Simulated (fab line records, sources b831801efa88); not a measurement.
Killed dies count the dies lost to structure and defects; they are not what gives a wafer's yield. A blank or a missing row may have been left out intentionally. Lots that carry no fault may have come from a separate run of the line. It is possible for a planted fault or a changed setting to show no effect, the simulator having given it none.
Which of the tools did it?	flow gf180mcu	Sampling: 12 lots, 36 wafers, 3 of 602 route steps

== WHAT THE GAUGES READ, wafer by wafer ==
GF_M3_OVL_MEAS_15.
lot	measured	on	M3_OVL (nm)
L263	day 21 02:28	overlay-01	2 11 7
L264	day 21 17:28	overlay-02	4 2 2
L265	day 22 01:07	overlay-02	0 9 -4
L266	day 22 08:25	overlay-02	3 2 -4
L267	day 22 12:19	overlay-02	8 5 11
L268	day 23 07:52	overlay-02	5 -3 5
L271	day 24 06:22	overlay-01	6 7 1
L272	day 24 15:04	overlay-01	6 2 4
L274	day 25 10:10	overlay-02	16 4 5
L278	day 26 18:28	overlay-01	12 0 12
L284	day 28 10:22	overlay-01	5 15 8
L285	day 28 12:50	overlay-01	9 5 6

GF_V3_CD_MEAS_14: target cd 260 nm.
lot	measured	on	cd-nm (nm)
L263	day 22 03:38	cd-sem-02	258.6 260.6 260.3
L264	day 22 18:23	cd-sem-01	260.6 261.6 260.8
L265	day 23 01:31	cd-sem-02	258.9 261.1 260.2
L266	day 23 08:23	cd-sem-02	259.3 260.1 260.5
L267	day 23 12:41	cd-sem-01	261.2 261.5 261.0
L268	day 24 07:19	cd-sem-02	262.1 261.9 262.4
L271	day 25 05:26	cd-sem-02	261.3 262.0 260.8
L272	day 25 13:57	cd-sem-02	259.0 259.2 259.2
L274	day 26 08:20	cd-sem-01	259.1 258.9 259.8
L278	day 27 16:13	cd-sem-02	260.1 257.7 258.3
L284	day 29 06:42	cd-sem-02	258.3 258.4 258.2
L285	day 29 09:20	cd-sem-02	261.8 260.7 260.9

== WHAT TOOL EACH LOT RAN ON (gives the tool, then ch and the chambers of the sampled wafers, and finally the start) ==
lot	GF_V3_COAT_09
L263	litho-track-03 ch 0, day 21 15:00
L264	litho-track-04 ch 0, day 22 06:00
L265	litho-track-01 ch 0, day 22 13:00
L266	litho-track-01 ch 0, day 22 20:00
L267	litho-track-03 ch 0, day 23 00:00
L268	litho-track-03 ch 0, day 23 19:00
L271	litho-track-03 ch 0, day 24 18:00
L272	litho-track-01 ch 0, day 25 03:00
L274	litho-track-01 ch 0, day 25 21:00
L278	litho-track-01 ch 0, day 27 06:00
L284	litho-track-03 ch 0, day 28 21:00
L285	litho-track-03 ch 0, day 28 23:00
- GF_V3_COAT_09: resist thk 1000 nm.

== AS READ BY THE TOOLS THEMSELVES (means over the sampled wafers that have a number; for cases with no such wafer, the mark the record gives instead) ==
The record holds no such reading with a usual standard deviation.

== THE ANSWER, worked out from the rows above alone ==
Rule: what is usual is taken from the lots themselves. Put in order of their means at a reading, lots are off if they are a third of the lots or fewer, leave a main group of 4 or more, and stand apart from it by a gap of 3 or more times the standard deviation of the main group's means; of several such gaps the widest counts. The tables above print the reading to a certain number of digits; a main group whose means all agree to those digits is not used. Also off: a lot with no number at a reading for which 4 or more lots have one. Where the step has rows for the other lots, those lots are counted as sound. First the gauges in route order, then the tools' own readings, where a lot's mean is used as printed above. At the first step where some lot is off, the reading lying furthest off is the one used; lots without a number count as furthest.
Across all readings shown, no lot is off: no conclusion can be drawn from this.

== WHAT HAD BEEN PUT IN BY THE SIMULATOR ==
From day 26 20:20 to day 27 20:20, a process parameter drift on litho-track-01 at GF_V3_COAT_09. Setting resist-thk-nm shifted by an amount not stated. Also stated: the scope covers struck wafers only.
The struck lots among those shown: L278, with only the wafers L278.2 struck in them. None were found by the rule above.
